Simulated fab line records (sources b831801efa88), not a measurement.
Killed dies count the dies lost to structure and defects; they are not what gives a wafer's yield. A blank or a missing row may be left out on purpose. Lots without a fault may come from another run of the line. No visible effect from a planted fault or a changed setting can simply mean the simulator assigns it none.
Which of the tools did it? | flow sky130 | route of 708 steps, sampled at 1 step: 11 lots, 33 wafers

WHAT THE GAUGES SHOWED, per wafer
SKY_POLY_GATE_OVL_MEAS_14.
lot  | measured     | on         | POLY_GATE_OVL (nm)
L584 | day 16 16:16 | overlay-01 | -4 4 -4
L585 | day 16 23:29 | overlay-01 | -6 -9 -13
L587 | day 18 09:44 | overlay-02 | -7 -13 -12
L588 | day 19 11:02 | overlay-01 | -11 -4 -5
L591 | day 20 00:28 | overlay-01 | 5 6 -3
L593 | day 20 12:01 | overlay-01 | -9 -8 -1
L594 | day 20 18:38 | overlay-02 | -2 -5 3
L595 | day 21 08:04 | overlay-02 | -3 -10 -1
L596 | day 21 16:49 | overlay-01 | -2 0 1
L598 | day 22 02:34 | overlay-02 | 3 0 1
L605 | day 24 11:40 | overlay-01 | -9 -2 -2

EACH LOT AND THE TOOL THAT RAN IT (in order: tool; ch and the chambers of the sampled wafers; start)
The record holds no process step before these readings.

THE ANSWER, worked out from the rows above alone
Rule: the usual values come from the lots themselves. The widest of any qualifying gaps counts: lots, ordered by their means at a reading, are off when they make up no more than a third of the lots, leave a main group of 4 or more, and stand apart from it by 3 or more times the standard deviation of that group's means. Not used: any main group whose means are identical at the precision the tables above print for the reading. Also off: a lot with no number at a reading for which 4 or more lots have one. The other lots that the step has rows for count as sound.
No lot is off at any reading shown: from this, nothing can be told.

WHAT WAS PUT IN BY THE SIMULATOR
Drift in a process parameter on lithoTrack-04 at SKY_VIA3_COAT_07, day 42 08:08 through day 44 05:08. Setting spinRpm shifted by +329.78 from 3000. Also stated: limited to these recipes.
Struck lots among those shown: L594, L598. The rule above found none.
